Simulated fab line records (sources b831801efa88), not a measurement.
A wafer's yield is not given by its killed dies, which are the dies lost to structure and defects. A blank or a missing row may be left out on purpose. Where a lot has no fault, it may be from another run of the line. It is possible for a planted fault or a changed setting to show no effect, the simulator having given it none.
Struck lot and sound lot, side by side || flow sky130 || 43 out of 708 route steps
Sound: wafers L337.1, L337.2, L337.4. Struck: wafers L347.1, L347.3, L347.5. At the end, the cause is stated.
For every step that has rows: the tool of each side, followed by ch and its chambers, followed by its first start. Under that, the readings that differ: sound wafers || struck wafers || difference of the means || sigmas: that difference in standard deviations of wafers without a fault.
alike: readings with means less than 2 such deviations apart, plus words and numbers identical on both sides. not compared: withheld readings, readings lacking a value on some wafer, bounds such as >300 that could conceal the same value, and numbers that have no deviation in the record and whose values overlap.
The two part at a step that has a row with sigmas, a row that says differs or no value, or rows on one side only. Numbers that don't overlap but have no deviation are shown without sigmas and don't part them. Lack of a reading on every wafer of one side parts them only where that side has two or more wafers.

SKY_LDD_HVP_OVL_MEAS_07:
  struck on overlay-02, day 26 20:28; sound on overlay-02, day 23 07:21
  alike: LDD_HVP_OVL
next, for these wafers, 1 step has no rows: SKY_LDD_HVP_IMPLANT_08.
SKY_LDD_HVP_STRIP_09: strips in O2/N2.
  sound on plasmaAsher-03 ch 0,1, day 23 07:32; struck on plasmaAsher-02 ch 0,1, day 26 20:40
  alike: drypumpMotorCurrentA, o2FlowSccm, oesProductAu, stripTimeToEndpointS
  not compared: rfHoursCounterH
SKY_LDD_HVP_TW_MEAS_10:
  struck on filmMetro-02, day 26 20:46; sound on filmMetro-01, day 23 07:38
  alike: LDD_HVP_TW
then, 7 steps without rows for these wafers: SKY_LDD_LDN_DEHYDRATE_00 (time 60 s); SKY_LDD_LDN_HMDS_01 (prime time 60 s); SKY_LDD_LDN_COAT_02 (resist thk 1140 nm); SKY_LDD_LDN_SOFTBAKE_03 (time 60 s); SKY_LDD_LDN_EXPOSE_04 (exposes mask LDNTM, target cd 700 nm); SKY_LDD_LDN_PEB_05; SKY_LDD_LDN_DEVELOP_06 (develop time 60 s).
SKY_LDD_LDN_OVL_MEAS_07:
  struck on overlay-01, day 28 01:18; sound on overlay-02, day 24 13:36
  alike: LDD_LDN_OVL
SKY_LDD_LDN_IMPLANT_08:
  sound on implanter-01 ch 0, day 24 13:38; struck on implanter-01 ch 0, day 28 01:20
  alike: endStationPressureTorr
then, 3 steps without rows for these wafers: SKY_LDD_LDN_IMPLANT_09; SKY_LDD_LDN_IMPLANT_10; SKY_LDD_LDN_IMPLANT_11.
SKY_LDD_LDN_STRIP_12: strips in O2/N2.
  sound on plasmaAsher-03 ch 0,1, day 24 14:14; struck on plasmaAsher-03 ch 0,1, day 28 01:56
  alike: drypumpMotorCurrentA, o2FlowSccm, oesProductAu, stripTimeToEndpointS
  not compared: rfHoursCounterH
SKY_LDD_LDN_TW_MEAS_13:
  struck on filmMetro-03, day 28 02:02; sound on filmMetro-03, day 24 14:20
  alike: LDD_LDN_TW
then, 2 steps without rows for these wafers: SKY_LDD_LDN_CLEAN_14 (cleans in SC1/SC2, time 150 s); SKY_SPACER_CVD_00 (deposits Si3N4 from DCS/NH3, target thk 43.1 nm, time 740 s).
SKY_SPACER_THK_MEAS_01:
  struck on filmMetro-02, day 28 05:25; sound on filmMetro-02, day 24 16:50
  alike: SPACER_CVD_00_THK
SKY_SPACER_ETCHBACK_02: etches Si3N4 in CH3F/O2, stops on SiO2, time 46.7 s, target depth 45 nm.
  sound on rieDiel-02 ch 0,1,2, day 24 16:53; struck on rieDiel-03 ch 0,3, day 28 05:29
  alike: drypumpMotorCurrentA, oesProductAu, throttleValvePct
  not compared: rfHoursCounterH
then, 8 steps without rows for these wafers: SKY_POLY_CUT_DEHYDRATE_00 (time 60 s); SKY_POLY_CUT_HMDS_01 (prime time 60 s); SKY_POLY_CUT_COAT_02 (resist thk 60 nm); SKY_POLY_CUT_COAT_03 (resist thk 450 nm); SKY_POLY_CUT_SOFTBAKE_04 (time 90 s); SKY_POLY_CUT_EXPOSE_05 (exposes mask NPCM, target cd 270 nm); SKY_POLY_CUT_PEB_06; SKY_POLY_CUT_DEVELOP_07 (develop time 60 s).
SKY_POLY_CUT_CD_MEAS_08: the cd target is 270 nm.
  struck on cdSem-01, day 29 09:31; sound on cdSem-01, day 25 22:03
  alike: cdNm
SKY_POLY_CUT_OVL_MEAS_09:
  struck on overlay-01, day 29 09:38; sound on overlay-01, day 25 22:10
  alike: POLY_CUT_OVL
then, 1 step without rows for these wafers: SKY_POLY_CUT_ETCH_10 (etches BARC in N2/H2, stops on SiO2, time 45.9 s, target depth 60 nm).
SKY_POLY_CUT_ETCH_11: etches Si3N4 in CF4/CH2F2/Ar, stops on poly-Si, time 42.5 s, target depth 60 nm.
  sound on rieDiel-03 ch 0,1,3, day 25 22:15; struck on rieDiel-04 ch 0,3, day 29 09:42
  alike: drypumpMotorCurrentA, oesProductAu, throttleValvePct
  not compared: rfHoursCounterH
SKY_POLY_CUT_STRIP_12: strips in O2/N2.
  sound on plasmaAsher-04 ch 0,1, day 25 22:17; struck on plasmaAsher-03 ch 0,1, day 29 09:44
{"reading": "drypumpMotorCurrentA (A)", "sound": "5.0 5.7 5.0", "struck": "6.0 5.9 6.0", "difference": "+0.7", "sigmas": "+2"}
{"reading": "o2FlowSccm (sccm)", "sound": "3020 3010 3005", "struck": "2999 2989 2995", "difference": -17, "sigmas": -2}
  alike: oesProductAu, stripTimeToEndpointS
  not compared: rfHoursCounterH
then, 7 steps without rows for these wafers: SKY_SD_P_DEHYDRATE_00 (time 60 s); SKY_SD_P_HMDS_01 (prime time 60 s); SKY_SD_P_COAT_02 (resist thk 1140 nm); SKY_SD_P_SOFTBAKE_03 (time 60 s); SKY_SD_P_EXPOSE_04 (exposes mask PSDM, target cd 380 nm); SKY_SD_P_PEB_05; SKY_SD_P_DEVELOP_06 (develop time 60 s).
-- the record jumps here: 20 days lie between the struck wafers' starts before and after (it left off in module SD_P and takes up again in module PAD_OPEN, whose first step shown is number 708 of the route) --
SKY_PAD_OPEN_PROBE_99:
  struck on prober-02, day 49 09:49; sound on prober-02, day 47 00:16
{"reading": "model.etest.tipSonos.rsOhmSqRange", "sound": "37.23 40.77 32.11", "struck": "108.9 106.1 124.7", "difference": "+76.5", "sigmas": ""}
{"reading": "model.etest.tipSonos.rsOhmSqRimLessCentre", "sound": "5.723 22.79 2.334", "struck": "-28.37 -47.58 -62.15", "difference": -56.32, "sigmas": ""}
  alike: killed_at_M0_to_M3, killed_at_M4_up, killedAtContacts, killedAtFrontEnd, killedAtOther, killedDies, killedOpen, killedShort

== WHERE THEY PART ==
At SKY_POLY_CUT_STRIP_12 and nowhere else, as far as this record goes. Later steps at which nothing parts them and some readings are alike: SKY_PAD_OPEN_PROBE_99.

WHY: what the simulator had put in
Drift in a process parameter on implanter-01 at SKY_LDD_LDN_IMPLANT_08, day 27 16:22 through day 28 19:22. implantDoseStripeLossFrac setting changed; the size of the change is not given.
